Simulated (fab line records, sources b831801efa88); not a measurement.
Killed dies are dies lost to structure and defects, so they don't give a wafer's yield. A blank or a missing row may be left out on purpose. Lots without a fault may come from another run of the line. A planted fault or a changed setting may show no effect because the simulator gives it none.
fab line records | flow gf180mcu | part 2 of 2: steps 30 to 38 of 38
record lots=5 wafers=15 last_day=34
route steps=602 shown M3@422 V3@429 M4@456
lots that met no fault: from a run of the same line without faults
start_h: hours from the record's first day to the start of the lot's first wafer shown | wait_h: hours since the lot's step before | " the same as in the row above | L1.1+2: a row that stands for several wafers | - no value, or no start given | * or withheld: withheld | < > ~ a bound
route shown NAME@n: a module of which the file shows steps, and the number in the route of the first | usual: mean/standard deviation of fault-free wafers | same: alike in all rows | chamber/n: place in a boat | sites: the reading at each site | _std_site: their standard deviation | _edge_site: outer sites' mean less inner sites' | radius_mm: how far each site lies from the wafer's centre | mask NAME#n: copy n | behind: the tool/chamber that last shaped the wafer | hold: why the lot was held/for how many hours/how that ended | device: the transistor (n, p or np) that didn't switch | end of line: the same wafers' tests at the end of the route | a step without rows: its recipe alone | killed: dies lost to structure and defects at the first sort, not the wafer's yield | map: a wafer's dies, x killed, . not, _ none there
set.NAME: the setting as run; set.NAME@STEP: as run at that earlier step | model.NAME: the simulator's own value behind a step, which no gauge read
lots at some steps of the route; a table a step, a row a wafer
services: from which hour (start_h, from the record's first day; less than 0 if before it) a tool's chamber was out of use, for how many hours, and why
## steps
# step GF_V3_SPUTTER_22
# recipe material=TiN target_thk_nm=10 chamber_pressure_pa=5 power_w=4000 time_s=40
# usual throttle_valve_pct=30.6/0.95
# columns lot.wafer tool chamber start_h wait_h throttle_valve_pct
L084.4 pvd_sputter-04 - 605.79 0.0 30.4
L084.5 " - " " 30.7
L084.6 " - " " 30.5
L087.1 pvd_sputter-04 - 626.68 0.0 30.7
L087.4 " - " " 30.8
L087.5 " - " " 30.1
L091.3 pvd_sputter-02 - 657.09 0.0 29.0
L091.5 " - " " 29.0
L091.6 " - " " 30.3
L093.2 pvd_sputter-04 - 671.74 0.0 30.2
L093.4 " - " " 30.6
L093.5 " - " " 30.3
L097.3 pvd_sputter-04 - 697.74 0.0 30.4
L097.5 " - " " 30.7
L097.6 " - " " 30.8
# step GF_V3_CVD_23
# recipe material=W target_thk_nm=350 time_s=104.9 temp_c=400 pressure_torr=40
# usual heater_power_w=883/92
# columns lot.wafer tool chamber start_h wait_h heater_power_w
L084.4 cvd_w-01 1 605.87 0.1 746
L084.5 " 0 " " 952
L084.6 " 1 " " 728
L087.1 cvd_w-02 0 626.71 0.0 854
L087.4 " 0 " " 846
L087.5 " 0 " " 861
L091.3 cvd_w-02 1 657.17 0.1 987
L091.5 " 0 " " 876
L091.6 " 1 " " 998
L093.2 cvd_w-01 0 671.78 0.0 949
L093.4 " 0 " " 941
L093.5 " 1 " " 728
L097.3 cvd_w-01 0 697.82 0.1 960
L097.5 " 1 " " 741
L097.6 " 0 " " 932
# step GF_V3_RS_MEAS_24
# recipe thk_meas_gauge=four-point-probe reads=W_of_V3_CVD_23+TiN_of_V3_SPUTTER_22+Ti_of_V3_SPUTTER_21
# usual V3_W_RS=0.327/0.0045
# columns lot.wafer tool chamber start_h wait_h V3_W_RS[ohm/sq]
L084.4 film_metro-02 - 606.01 0.1 0.330
L084.5 " - " " 0.330
L084.6 " - " " 0.329
L087.1 film_metro-02 - 626.83 0.1 0.327
L087.4 " - " " 0.325
L087.5 " - " " 0.327
L091.3 film_metro-02 - 657.28 0.1 0.329
L091.5 " - " " 0.330
L091.6 " - " " 0.333
L093.2 film_metro-03 - 671.92 0.1 0.336
L093.4 " - " " 0.330
L093.5 " - " " 0.328
L097.3 film_metro-02 - 697.93 0.1 0.333
L097.5 " - " " 0.330
L097.6 " - " " 0.328
# step GF_V3_THK_MEAS_25
# recipe thk_meas_gauge=xrf reads=W_of_V3_CVD_23
# usual V3_W_THK=337/6.7
# columns lot.wafer tool chamber start_h wait_h V3_W_THK[nm]
L084.4 film_metro-02 - 606.10 0.1 336
L084.5 " - " " 337
L084.6 " - " " 338
L087.1 film_metro-02 - 626.95 0.1 341
L087.4 " - " " 342
L087.5 " - " " 339
L091.3 film_metro-02 - 657.38 0.1 330
L091.5 " - " " 330
L091.6 " - " " 328
L093.2 film_metro-03 - 672.03 0.1 331
L093.4 " - " " 335
L093.5 " - " " 339
L097.3 film_metro-02 - 698.03 0.1 332
L097.5 " - " " 334
L097.6 " - " " 335
# step GF_V3_CMP_26
# recipe stop_on=SiO2 down_force_psi=3.5 platen_rpm=60 t_overpolish_s=15 target_thk_nm=0 pad_velocity_m_s=0.94248
# usual motor_current_A=11.4/1.1 overpolish_run_s=15.000/0.0094 platen_rpm=60.00/0.045 time_to_endpoint_s=85/4.9
# columns lot.wafer tool chamber start_h wait_h motor_current_A overpolish_run_s platen_rpm time_to_endpoint_s
L084.4 cmp-02 0 606.23 0.1 12.5 15.007 60.00 84
L084.5 " 2 " " 10.7 14.990 59.93 72
L084.6 " 3 " " 11.1 15.002 60.07 79
L087.1 cmp-02 2 627.01 0.1 10.5 14.990 60.05 76
L087.4 " 3 " " 10.9 15.009 60.00 84
L087.5 " 2 " " 10.7 14.989 60.05 78
L091.3 cmp-02 3 657.57 0.2 11.7 14.996 60.04 81
L091.6 " 0 " " 12.1 14.998 60.03 85
L091.5 " 1 " " 13.1 14.988 59.95 78
L093.2 cmp-02 1 672.17 0.1 12.5 15.017 60.05 88
L093.4 " 2 " " 10.5 14.993 59.92 84
L093.5 " 0 " " 12.4 15.010 60.04 94
L097.3 cmp-02 1 698.17 0.1 12.4 14.988 59.97 84
L097.5 " 3 " " 11.2 14.990 59.93 83
L097.6 " 0 " " 12.1 14.997 60.11 88
# step GF_M4_SPUTTER_00
# recipe material=Ti target_thk_nm=37.5 arriving_ion_energy_ev=80 substrate_temp_c=200 chamber_pressure_pa=2 power_w=4000 time_s=150
# usual throttle_valve_pct=30.3/0.57
# columns lot.wafer tool chamber start_h wait_h throttle_valve_pct
L084.4 pvd_sputter-03 - 606.43 0.1 29.1
L084.5 " - " " 28.9
L084.6 " - " " 29.3
L087.1 pvd_sputter-03 - 627.31 0.2 30.2
L087.4 " - " " 28.9
L087.5 " - " " 28.8
L091.3 pvd_sputter-01 - 657.72 0.1 30.0
L091.5 " - " " 30.5
L091.6 " - " " 30.7
L093.2 pvd_sputter-01 - 672.42 0.2 30.5
L093.4 " - " " 30.7
L093.5 " - " " 30.0
L097.3 pvd_sputter-01 - 698.37 0.1 30.1
L097.5 " - " " 30.2
L097.6 " - " " 30.3
# step GF_M4_SPUTTER_01
# recipe material=TiN target_thk_nm=30 power_w=6500 time_s=25 chamber_pressure_pa=0.4
# usual throttle_valve_pct=30.3/0.57
# columns lot.wafer tool chamber start_h wait_h throttle_valve_pct
L084.4 pvd_sputter-03 - 606.53 0.1 29.0
L084.5 " - " " 28.9
L084.6 " - " " 29.5
L087.1 pvd_sputter-03 - 627.41 0.1 30.4
L087.4 " - " " 28.5
L087.5 " - " " 28.9
L091.3 pvd_sputter-01 - 657.82 0.1 30.4
L091.5 " - " " 30.5
L091.6 " - " " 30.4
L093.2 pvd_sputter-01 - 672.52 0.1 30.5
L093.4 " - " " 30.5
L093.5 " - " " 30.3
L097.3 pvd_sputter-01 - 698.47 0.1 30.2
L097.5 " - " " 30.1
L097.6 " - " " 30.3
# step GF_M4_SPUTTER_02
# recipe material=AlCu target_thk_nm=450 power_w=10600 time_s=23.9 chamber_pressure_pa=0.4
# usual throttle_valve_pct=30.3/0.56
# columns lot.wafer tool chamber start_h wait_h throttle_valve_pct
L084.4 pvd_sputter-03 - 606.56 0.0 28.8
L084.5 " - " " 28.7
L084.6 " - " " 29.2
L087.1 pvd_sputter-03 - 627.44 0.0 30.1
L087.4 " - " " 29.0
L087.5 " - " " 28.9
L091.3 pvd_sputter-01 - 657.85 0.0 30.3
L091.5 " - " " 30.7
L091.6 " - " " 30.6
L093.2 pvd_sputter-01 - 672.55 0.0 30.8
L093.4 " - " " 30.6
L093.5 " - " " 30.2
L097.3 pvd_sputter-01 - 698.50 0.0 30.1
L097.5 " - " " 30.3
L097.6 " - " " 30.2
# step GF_M4_SPUTTER_03
# recipe material=Ti target_thk_nm=10 substrate_temp_c=300 chamber_pressure_pa=0.3 power_w=3000 time_s=6.7
# usual throttle_valve_pct=30.3/0.57
# columns lot.wafer tool chamber start_h wait_h throttle_valve_pct
L084.4 pvd_sputter-03 - 606.59 0.0 29.0
L084.5 " - " " 29.0
L084.6 " - " " 29.2
L087.1 pvd_sputter-03 - 627.47 0.0 30.6
L087.4 " - " " 28.8
L087.5 " - " " 28.6
L091.3 pvd_sputter-01 - 657.88 0.0 30.3
L091.5 " - " " 30.5
L091.6 " - " " 30.7
L093.2 pvd_sputter-01 - 672.58 0.0 30.6
L093.4 " - " " 30.5
L093.5 " - " " 30.3
L097.3 pvd_sputter-01 - 698.53 0.0 30.0
L097.5 " - " " 30.2
L097.6 " - " " 30.4
## services
# columns tool chamber start_h hours kind
cmp-02 - 558.62 5.4 pm
cvd_w-01 - 563.08 1.2 repair
krf_scanner-01 - 563.27 1.0 pm
rie_diel-03 0 568.71 9.6 repair
wet_bench-04 - 571.21 4.4 pm
cmp-01 - 572.27 4.0 pm
cmp-01 - 580.27 1.1 repair
cvd_w-01 - 585.80 6.9 pm
rie_diel-03 1 586.75 2.4 repair
cmp-01 - 590.63 12.9 pm
hdpcvd-02 2 590.88 27.6 repair
wet_bench-03 - 592.26 1.1 repair
plasma_asher-02 - 598.81 45.5 repair
rie_diel-01 3 606.87 18.7 repair
pvd_sputter-01 - 609.38 2.2 repair
rie_diel-03 2 638.63 7.0 repair
rie_diel-01 1 643.75 5.5 repair
krf_scanner-01 - 652.39 1.3 pm
wet_bench-04 - 653.23 3.1 repair
hdpcvd-02 - 667.17 2.0 repair
cmp-02 - 686.86 4.5 repair
pvd_sputter-01 - 691.19 4.7 repair
krf_scanner-01 - 691.80 4.4 pm
pvd_sputter-03 - 693.65 13.4 repair
